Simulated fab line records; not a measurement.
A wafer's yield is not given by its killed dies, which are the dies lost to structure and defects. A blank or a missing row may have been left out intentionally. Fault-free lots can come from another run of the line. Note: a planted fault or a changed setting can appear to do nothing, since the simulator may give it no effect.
fab line records :: flow gf180mcu
record:
  lots: 5
  wafers: 15
  lastDay: 34
route steps=602 shown POLY_GATE@170 HV_LDD@176
lots with no fault: from the same line, run without faults
startH: hours from the record's first day to the start of the lot's first wafer shown :: waitH: how many hours have passed since the lot's step before this one :: " unchanged from the row above :: L1.1+2: a single row standing in for several wafers :: - no value present, or no start provided :: * or withheld: withheld :: < > ~ a bound
route shown NAME@n: names a module that has steps shown in the file, with the first one's number in the route :: usual: the fault-free wafers' mean and standard deviation :: same: alike in all rows :: chamber/n: place in a boat :: sites: readings site by site :: _std_site: how widely they spread, as a standard deviation :: _edge_site: outer sites' mean less inner sites' :: radiusMm: how far each site lies from the wafer's centre :: mask NAME#n: copy n :: behind: the last tool/chamber to shape the wafer :: hold: cause of the lot's hold/its duration in hours/its outcome :: device: the n, p or np transistor that did not switch :: end of line: the same wafers' tests at the end of the route :: for a step that has no rows: nothing shown but its recipe :: killed: count of dies lost to structure and defects at first sort (not the wafer's yield) :: map: per-die view of a wafer (x killed, . not killed, _ where there is no die)
set.NAME: the setting as run; set.NAME@STEP: as run at that earlier step :: model.NAME: the simulator's own value behind a step, which no gauge read
a table for each step, a row for each wafer; lots at some steps of the route
services: from which hour (startH, from the record's first day; less than 0 if before it) a tool's chamber was out of use, for how many hours, and why
== steps ==
step: GF_POLY_GATE_ETCH_13
recipe:
  target: poly-Si
  targetDepthNm: 198.5
  stopOn: SiO2
  overEtchFrac: 0.3877
  chemistry: HBr/Cl2
  icpW: 400
  biasW: 100
  pressureMtorr: 10
  HBr_flow_sccm: 150
  Cl2_flow_sccm: 50
  timeS: 69.6
usual:
  chamberPressureMTorr: 10.000/0.0099
  drypumpMotorCurrentA: 6.0/0.47
  mfcCl2Sccm: 49.99/0.16
  oesProductAu: 0.994/0.0085
  throttleValvePct: 33.685/0.0097
same:
  overEtchFrac: 0.3877
  timeS: 69.6
lot.wafer: L580.1
tool: rieSi-01
chamber: 2
startH: 217.01
waitH: -
chamberPressureMTorr: 10.009
drypumpMotorCurrentA: 5.6
mfcCl2Sccm: 49.84
oesProductAu: 1.000
rfHoursCounterH: 3
throttleValvePct: 33.690

lot.wafer: L580.2
tool: rieSi-01
chamber: 3
startH: 217.01
waitH: -
chamberPressureMTorr: 9.992
drypumpMotorCurrentA: 6.1
mfcCl2Sccm: 50.01
oesProductAu: 1.010
rfHoursCounterH: 116
throttleValvePct: 33.665

lot.wafer: L580.3
tool: rieSi-01
chamber: 0
startH: 217.01
waitH: -
chamberPressureMTorr: 9.981
drypumpMotorCurrentA: 5.7
mfcCl2Sccm: 50.07
oesProductAu: 0.990
rfHoursCounterH: 2
throttleValvePct: 33.676

lot.wafer: L589.3
tool: rieSi-02
chamber: 0
startH: 280.16
waitH: -
chamberPressureMTorr: 10.012
drypumpMotorCurrentA: 6.7
mfcCl2Sccm: 50.12
oesProductAu: 1.003
rfHoursCounterH: 3
throttleValvePct: 33.685

lot.wafer: L589.4
tool: rieSi-02
chamber: 3
startH: 280.16
waitH: -
chamberPressureMTorr: 10.010
drypumpMotorCurrentA: 5.5
mfcCl2Sccm: 50.08
oesProductAu: 0.983
rfHoursCounterH: 4
throttleValvePct: 33.668

lot.wafer: L589.6
tool: rieSi-02
chamber: 0
startH: 280.16
waitH: -
chamberPressureMTorr: 10.001
drypumpMotorCurrentA: 6.7
mfcCl2Sccm: 50.05
oesProductAu: 0.997
rfHoursCounterH: -
throttleValvePct: 33.695

lot.wafer: L590.2
tool: rieSi-02
chamber: 1
startH: 287.36
waitH: -
chamberPressureMTorr: 9.992
drypumpMotorCurrentA: 5.9
mfcCl2Sccm: 49.83
oesProductAu: 0.994
rfHoursCounterH: 1
throttleValvePct: 33.675

lot.wafer: L590.4
tool: rieSi-02
chamber: 0
startH: 287.36
waitH: -
chamberPressureMTorr: 10.015
drypumpMotorCurrentA: 6.8
mfcCl2Sccm: 50.00
oesProductAu: 1.000
rfHoursCounterH: 3
throttleValvePct: 33.685

lot.wafer: L590.6
tool: rieSi-02
chamber: 0
startH: 287.36
waitH: -
chamberPressureMTorr: 9.999
drypumpMotorCurrentA: 6.8
mfcCl2Sccm: 49.96
oesProductAu: 1.003
rfHoursCounterH: -
throttleValvePct: 33.682

lot.wafer: L594.1
tool: rieSi-01
chamber: 2
startH: 320.36
waitH: -
chamberPressureMTorr: 9.995
drypumpMotorCurrentA: 5.6
mfcCl2Sccm: 49.96
oesProductAu: 0.998
rfHoursCounterH: 5
throttleValvePct: 33.690

lot.wafer: L594.2
tool: rieSi-01
chamber: 1
startH: 320.36
waitH: -
chamberPressureMTorr: 10.016
drypumpMotorCurrentA: 6.7
mfcCl2Sccm: 49.97
oesProductAu: 0.992
rfHoursCounterH: 78
throttleValvePct: 33.682

lot.wafer: L594.5
tool: rieSi-01
chamber: 2
startH: 320.36
waitH: -
chamberPressureMTorr: 10.007
drypumpMotorCurrentA: 5.6
mfcCl2Sccm: 50.29
oesProductAu: 0.988
rfHoursCounterH: -
throttleValvePct: 33.667

lot.wafer: L600.2
tool: rieSi-02
chamber: 1
startH: 366.16
waitH: -
chamberPressureMTorr: 10.007
drypumpMotorCurrentA: 5.9
mfcCl2Sccm: 49.91
oesProductAu: 0.992
rfHoursCounterH: 2
throttleValvePct: 33.702

lot.wafer: L600.4
tool: rieSi-02
chamber: 2
startH: 366.16
waitH: -
chamberPressureMTorr: 10.002
drypumpMotorCurrentA: 5.9
mfcCl2Sccm: 50.25
oesProductAu: 0.998
rfHoursCounterH: 27
throttleValvePct: 33.679

lot.wafer: L600.5
tool: rieSi-02
chamber: 2
startH: 366.16
waitH: -
chamberPressureMTorr: 9.999
drypumpMotorCurrentA: 5.9
mfcCl2Sccm: 49.85
oesProductAu: 0.996
rfHoursCounterH: -
throttleValvePct: 33.672
step: GF_POLY_GATE_STRIP_14
recipe:
  chemistry: O2/N2
  powerW: 1400
  pressureMtorr: 1500
  platenTempC: 250
  o2FlowSccm: 3000
  n2FlowSccm: 300
  overashFraction: 0.5
usual:
  chamberPressureMTorr: 1500.1/1.3
  drypumpMotorCurrentA: 5.73/0.25
  heaterPowerW: 306/25
  oesProductAu: 0.502/0.0045
lot.wafer: L580.1
tool: plasmaAsher-03
chamber: 0
startH: 217.07
waitH: 0.0
chamberPressureMTorr: 1496.7
drypumpMotorCurrentA: 5.66
heaterPowerW: 326
oesProductAu: 0.499
rfHoursCounterH: 58

lot.wafer: L580.2
tool: plasmaAsher-03
chamber: 1
startH: 217.07
waitH: 0.0
chamberPressureMTorr: 1500.0
drypumpMotorCurrentA: 5.90
heaterPowerW: 347
oesProductAu: 0.488
rfHoursCounterH: 58

lot.wafer: L580.3
tool: plasmaAsher-03
chamber: 1
startH: 217.07
waitH: 0.0
chamberPressureMTorr: 1498.3
drypumpMotorCurrentA: 5.89
heaterPowerW: 338
oesProductAu: 0.510
rfHoursCounterH: -

lot.wafer: L589.3
tool: plasmaAsher-04
chamber: 0
startH: 280.25
waitH: 0.1
chamberPressureMTorr: 1501.3
drypumpMotorCurrentA: 5.75
heaterPowerW: 305
oesProductAu: 0.503
rfHoursCounterH: -

lot.wafer: L589.4
tool: plasmaAsher-04
chamber: 1
startH: 280.25
waitH: 0.1
chamberPressureMTorr: 1500.9
drypumpMotorCurrentA: 5.38
heaterPowerW: 295
oesProductAu: 0.499
rfHoursCounterH: -

lot.wafer: L589.6
tool: plasmaAsher-04
chamber: 1
startH: 280.25
waitH: 0.1
chamberPressureMTorr: 1498.5
drypumpMotorCurrentA: 5.41
heaterPowerW: 302
oesProductAu: 0.494
rfHoursCounterH: -

lot.wafer: L590.2
tool: plasmaAsher-04
chamber: 1
startH: 287.42
waitH: 0.0
chamberPressureMTorr: 1501.2
drypumpMotorCurrentA: 5.39
heaterPowerW: 303
oesProductAu: 0.503
rfHoursCounterH: 51

lot.wafer: L590.4
tool: plasmaAsher-04
chamber: 1
startH: 287.42
waitH: 0.0
chamberPressureMTorr: 1500.7
drypumpMotorCurrentA: 5.35
heaterPowerW: 305
oesProductAu: 0.492
rfHoursCounterH: -

lot.wafer: L590.6
tool: plasmaAsher-04
chamber: 0
startH: 287.42
waitH: 0.0
chamberPressureMTorr: 1500.8
drypumpMotorCurrentA: 5.76
heaterPowerW: 312
oesProductAu: 0.492
rfHoursCounterH: -

lot.wafer: L594.1
tool: plasmaAsher-04
chamber: 1
startH: 320.41
waitH: 0.0
chamberPressureMTorr: 1498.1
drypumpMotorCurrentA: 5.37
heaterPowerW: 295
oesProductAu: 0.502
rfHoursCounterH: 55

lot.wafer: L594.2
tool: plasmaAsher-04
chamber: 0
startH: 320.41
waitH: 0.0
chamberPressureMTorr: 1500.3
drypumpMotorCurrentA: 5.76
heaterPowerW: 316
oesProductAu: 0.500
rfHoursCounterH: 55

lot.wafer: L594.5
tool: plasmaAsher-04
chamber: 0
startH: 320.41
waitH: 0.0
chamberPressureMTorr: 1498.2
drypumpMotorCurrentA: 5.76
heaterPowerW: 318
oesProductAu: 0.510
rfHoursCounterH: -

lot.wafer: L600.2
tool: plasmaAsher-03
chamber: 0
startH: 366.21
waitH: 0.0
chamberPressureMTorr: 1500.5
drypumpMotorCurrentA: 5.67
heaterPowerW: 317
oesProductAu: 0.498
rfHoursCounterH: 73

lot.wafer: L600.4
tool: plasmaAsher-03
chamber: 1
startH: 366.21
waitH: 0.0
chamberPressureMTorr: 1499.3
drypumpMotorCurrentA: 5.88
heaterPowerW: 335
oesProductAu: 0.504
rfHoursCounterH: -

lot.wafer: L600.5
tool: plasmaAsher-03
chamber: 0
startH: 366.21
waitH: 0.0
chamberPressureMTorr: 1499.9
drypumpMotorCurrentA: 5.67
heaterPowerW: 330
oesProductAu: 0.505
rfHoursCounterH: -
step: GF_POLY_GATE_CLEAN_15
recipe:
  chemistry: SC1/SC2
  mix: 1:4:20
  tempC: 70
  timeS: 150
  dry: n2Spin
step: GF_POLY_GATE_OXIDATION_16
recipe:
  tempC: 850
  ambient: O2
  stabiliseS: 600
  purgeS: 300
  targetThkA: 40
  oxTimeS: 899
step: GF_POLY_GATE_THK_MEAS_17
recipe:
  reads: SiO2_of_POLY_GATE_OXIDATION_16
usual:
  POLY_GATE_OXIDATION_THK: 4.01/0.095
lot.wafer: L580.1
tool: filmMetro-01
chamber: -
startH: 218.47
waitH: 0.0
POLY_GATE_OXIDATION_THK[nm]: 4.04

lot.wafer: L580.2
tool: filmMetro-01
chamber: -
startH: 218.47
waitH: 0.0
POLY_GATE_OXIDATION_THK[nm]: 4.13

lot.wafer: L580.3
tool: filmMetro-01
chamber: -
startH: 218.47
waitH: 0.0
POLY_GATE_OXIDATION_THK[nm]: 3.99

lot.wafer: L589.3
tool: filmMetro-01
chamber: -
startH: 281.77
waitH: 0.0
POLY_GATE_OXIDATION_THK[nm]: 4.07

lot.wafer: L589.4
tool: filmMetro-01
chamber: -
startH: 281.77
waitH: 0.0
POLY_GATE_OXIDATION_THK[nm]: 4.10

lot.wafer: L589.6
tool: filmMetro-01
chamber: -
startH: 281.77
waitH: 0.0
POLY_GATE_OXIDATION_THK[nm]: 4.01

lot.wafer: L590.2
tool: filmMetro-04
chamber: -
startH: 289.30
waitH: 0.0
POLY_GATE_OXIDATION_THK[nm]: 3.95

lot.wafer: L590.4
tool: filmMetro-04
chamber: -
startH: 289.30
waitH: 0.0
POLY_GATE_OXIDATION_THK[nm]: 3.97

lot.wafer: L590.6
tool: filmMetro-04
chamber: -
startH: 289.30
waitH: 0.0
POLY_GATE_OXIDATION_THK[nm]: 3.89

lot.wafer: L594.1
tool: filmMetro-04
chamber: -
startH: 323.09
waitH: 0.0
POLY_GATE_OXIDATION_THK[nm]: 3.98

lot.wafer: L594.2
tool: filmMetro-04
chamber: -
startH: 323.09
waitH: 0.0
POLY_GATE_OXIDATION_THK[nm]: 3.87

lot.wafer: L594.5
tool: filmMetro-04
chamber: -
startH: 323.09
waitH: 0.0
POLY_GATE_OXIDATION_THK[nm]: 3.95

lot.wafer: L600.2
tool: filmMetro-04
chamber: -
startH: 368.01
waitH: 0.0
POLY_GATE_OXIDATION_THK[nm]: 4.06

lot.wafer: L600.4
tool: filmMetro-04
chamber: -
startH: 368.01
waitH: 0.0
POLY_GATE_OXIDATION_THK[nm]: 3.93

lot.wafer: L600.5
tool: filmMetro-04
chamber: -
startH: 368.01
waitH: 0.0
POLY_GATE_OXIDATION_THK[nm]: 3.94
step: GF_POLY_GATE_CD_MEAS_18
usual:
  cdNm: 280.1/1.5
lot.wafer: L580.1
tool: cdSem-01
chamber: -
startH: 218.53
waitH: 0.1
cdNm: 281.6

lot.wafer: L580.2
tool: cdSem-01
chamber: -
startH: 218.53
waitH: 0.1
cdNm: 280.0

lot.wafer: L580.3
tool: cdSem-01
chamber: -
startH: 218.53
waitH: 0.1
cdNm: 279.8

lot.wafer: L589.3
tool: cdSem-01
chamber: -
startH: 281.87
waitH: 0.1
cdNm: 281.7

lot.wafer: L589.4
tool: cdSem-01
chamber: -
startH: 281.87
waitH: 0.1
cdNm: 283.3

lot.wafer: L589.6
tool: cdSem-01
chamber: -
startH: 281.87
waitH: 0.1
cdNm: 280.4

lot.wafer: L590.2
tool: cdSem-02
chamber: -
startH: 289.38
waitH: 0.1
cdNm: 280.8

lot.wafer: L590.4
tool: cdSem-02
chamber: -
startH: 289.38
waitH: 0.1
cdNm: 281.0

lot.wafer: L590.6
tool: cdSem-02
chamber: -
startH: 289.38
waitH: 0.1
cdNm: 278.0

lot.wafer: L594.1
tool: cdSem-02
chamber: -
startH: 323.15
waitH: 0.1
cdNm: 279.0

lot.wafer: L594.2
tool: cdSem-02
chamber: -
startH: 323.15
waitH: 0.1
cdNm: 280.0

lot.wafer: L594.5
tool: cdSem-02
chamber: -
startH: 323.15
waitH: 0.1
cdNm: 281.5

lot.wafer: L600.2
tool: cdSem-01
chamber: -
startH: 368.15
waitH: 0.1
cdNm: 279.1

lot.wafer: L600.4
tool: cdSem-01
chamber: -
startH: 368.15
waitH: 0.1
cdNm: 280.3

lot.wafer: L600.5
tool: cdSem-01
chamber: -
startH: 368.15
waitH: 0.1
cdNm: 279.2
step: GF_HV_LDD_DEHYDRATE_00
recipe:
  tempC: 200
  timeS: 60
step: GF_HV_LDD_HMDS_01
recipe:
  primeTimeS: 60
  primeTempC: 120
step: GF_HV_LDD_COAT_02
recipe:
  resist: NOVOLAK
  spinRpm: 3000
  resistThkNm: 1000
step: GF_HV_LDD_SOFTBAKE_03
recipe:
  tempC: 90
  timeS: 60
  resist: NOVOLAK
step: GF_HV_LDD_EXPOSE_04
recipe:
  maskId: Nplus_LV_AREA
  targetCdNm: 400
  na: 0.6
  sourceShape: conventional
  sigmaOuter: 0.6
  doseMj: 140
step: GF_HV_LDD_PEB_05
recipe:
  tempC: withheld
  timeS: *
  resist: NOVOLAK
step: GF_HV_LDD_DEVELOP_06
recipe:
  developTimeS: 60
  devTempC: 23
lot.wafer: L580.1+2+3
tool: lithoTrack-04
chamber: 0
startH: 235.74
waitH: 0.1

lot.wafer: L589.3+4+6
tool: lithoTrack-02
chamber: 0
startH: 302.35
waitH: 0.1

lot.wafer: L590.2+4+6
tool: lithoTrack-02
chamber: 0
startH: 310.02
waitH: 0.1

lot.wafer: L594.1+2+5
tool: lithoTrack-04
chamber: 0
startH: 343.93
waitH: 0.1

lot.wafer: L600.2+4+5
tool: lithoTrack-04
chamber: 0
startH: 390.06
waitH: 0.1
step: GF_HV_LDD_CD_MEAS_07
recipe:
  targetCdNm: 400
usual:
  cdNm: 400.3/2.2
lot.wafer: L580.1
tool: cdSem-01
chamber: -
startH: 235.89
waitH: 0.1
cdNm: 398.9

lot.wafer: L580.2
tool: cdSem-01
chamber: -
startH: 235.89
waitH: 0.1
cdNm: 401.0

lot.wafer: L580.3
tool: cdSem-01
chamber: -
startH: 235.89
waitH: 0.1
cdNm: 398.0

lot.wafer: L589.3
tool: cdSem-01
chamber: -
startH: 302.49
waitH: 0.1
cdNm: 396.6

lot.wafer: L589.4
tool: cdSem-01
chamber: -
startH: 302.49
waitH: 0.1
cdNm: 395.4

lot.wafer: L589.6
tool: cdSem-01
chamber: -
startH: 302.49
waitH: 0.1
cdNm: 396.7

lot.wafer: L590.2
tool: cdSem-02
chamber: -
startH: 310.17
waitH: 0.1
cdNm: 391.9

lot.wafer: L590.4
tool: cdSem-02
chamber: -
startH: 310.17
waitH: 0.1
cdNm: 391.1

lot.wafer: L590.6
tool: cdSem-02
chamber: -
startH: 310.17
waitH: 0.1
cdNm: 391.3

lot.wafer: L594.1
tool: cdSem-02
chamber: -
startH: 344.08
waitH: 0.1
cdNm: 401.6

lot.wafer: L594.2
tool: cdSem-02
chamber: -
startH: 344.08
waitH: 0.1
cdNm: 401.9

lot.wafer: L594.5
tool: cdSem-02
chamber: -
startH: 344.08
waitH: 0.1
cdNm: 399.8

lot.wafer: L600.2
tool: cdSem-02
chamber: -
startH: 390.20
waitH: 0.1
cdNm: 401.5

lot.wafer: L600.4
tool: cdSem-02
chamber: -
startH: 390.20
waitH: 0.1
cdNm: 402.0

lot.wafer: L600.5
tool: cdSem-02
chamber: -
startH: 390.20
waitH: 0.1
cdNm: 401.5
step: GF_HV_LDD_OVL_MEAS_08
usual:
  HV_LDD_OVL: 0.8/1.4
lot.wafer: L580.1
tool: overlay-02
chamber: -
startH: 236.01
waitH: 0.1
HV_LDD_OVL[nm]: 1.3

lot.wafer: L580.2
tool: overlay-02
chamber: -
startH: 236.01
waitH: 0.1
HV_LDD_OVL[nm]: 2.2

lot.wafer: L580.3
tool: overlay-02
chamber: -
startH: 236.01
waitH: 0.1
HV_LDD_OVL[nm]: 3.5

lot.wafer: L589.3
tool: overlay-01
chamber: -
startH: 302.58
waitH: 0.1
HV_LDD_OVL[nm]: 0.7

lot.wafer: L589.4
tool: overlay-01
chamber: -
startH: 302.58
waitH: 0.1
HV_LDD_OVL[nm]: 1.6

lot.wafer: L589.6
tool: overlay-01
chamber: -
startH: 302.58
waitH: 0.1
HV_LDD_OVL[nm]: 1.2

lot.wafer: L590.2
tool: overlay-02
chamber: -
startH: 310.27
waitH: 0.1
HV_LDD_OVL[nm]: 1.0

lot.wafer: L590.4
tool: overlay-02
chamber: -
startH: 310.27
waitH: 0.1
HV_LDD_OVL[nm]: 1.1

lot.wafer: L590.6
tool: overlay-02
chamber: -
startH: 310.27
waitH: 0.1
HV_LDD_OVL[nm]: 1.6

lot.wafer: L594.1
tool: overlay-02
chamber: -
startH: 344.20
waitH: 0.1
HV_LDD_OVL[nm]: 1.0

lot.wafer: L594.2
tool: overlay-02
chamber: -
startH: 344.20
waitH: 0.1
HV_LDD_OVL[nm]: 2.6

lot.wafer: L594.5
tool: overlay-02
chamber: -
startH: 344.20
waitH: 0.1
HV_LDD_OVL[nm]: 2.3

lot.wafer: L600.2
tool: overlay-01
chamber: -
startH: 390.31
waitH: 0.1
HV_LDD_OVL[nm]: 0.5

lot.wafer: L600.4
tool: overlay-01
chamber: -
startH: 390.31
waitH: 0.1
HV_LDD_OVL[nm]: 0.2

lot.wafer: L600.5
tool: overlay-01
chamber: -
startH: 390.31
waitH: 0.1
HV_LDD_OVL[nm]: -1.0
== services ==
tool: rieSi-02
chamber: 0
startH: 217.50
hours: 11.5
kind: repair

tool: rieSi-01
chamber: 3
startH: 235.63
hours: -
kind: clean

tool: rieSi-01
chamber: 3
startH: 235.63
hours: 17.9
kind: scheduledDown

tool: rieSi-01
chamber: 3
startH: 235.63
hours: 17.9
kind: ventCycle

tool: rieSi-02
chamber: -
startH: 239.16
hours: 0.4
kind: repair

tool: rieSi-01
chamber: 2
startH: 246.77
hours: 1.7
kind: repair

tool: rieSi-01
chamber: 0
startH: 267.15
hours: 64.2
kind: repair

tool: rieSi-02
chamber: 3
startH: 291.14
hours: 13.4
kind: repair

tool: plasmaAsher-03
chamber: -
startH: 304.42
hours: 14.6
kind: pm

tool: rieSi-01
chamber: -
startH: 315.38
hours: 0.6
kind: repair
== key ==
firstSign:
  step: GF_HV_LDD_CD_MEAS_07
  reading: cdNm
  direction: down
  sigmas: 4.1
  usual: 400.3
  struck: 391.4
effect none on later readings
metAt GF_HV_LDD_DEVELOP_06
struckWafers L590.2,L590.4,L590.6
testerLeftOut L590
onsetBetween 302.35 310.02
fault:
  kind: processParameterDrift
  tool: lithoTrack-02
  chamber: -
  onsetH: 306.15
  steps: GF_HV_LDD_DEVELOP_06
  channel: developTimeS
  offset: *
  shape: step
  endH: 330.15
  actsIn: *
  stated: *
testerLeftOut: of these lots the tester's yield and bins aren't shown, on N5 and GAA mostly nor the transistor test; their killed dies are dies lost to structure and defects alone, not to doping, threshold or leakage, so they don't give the yield
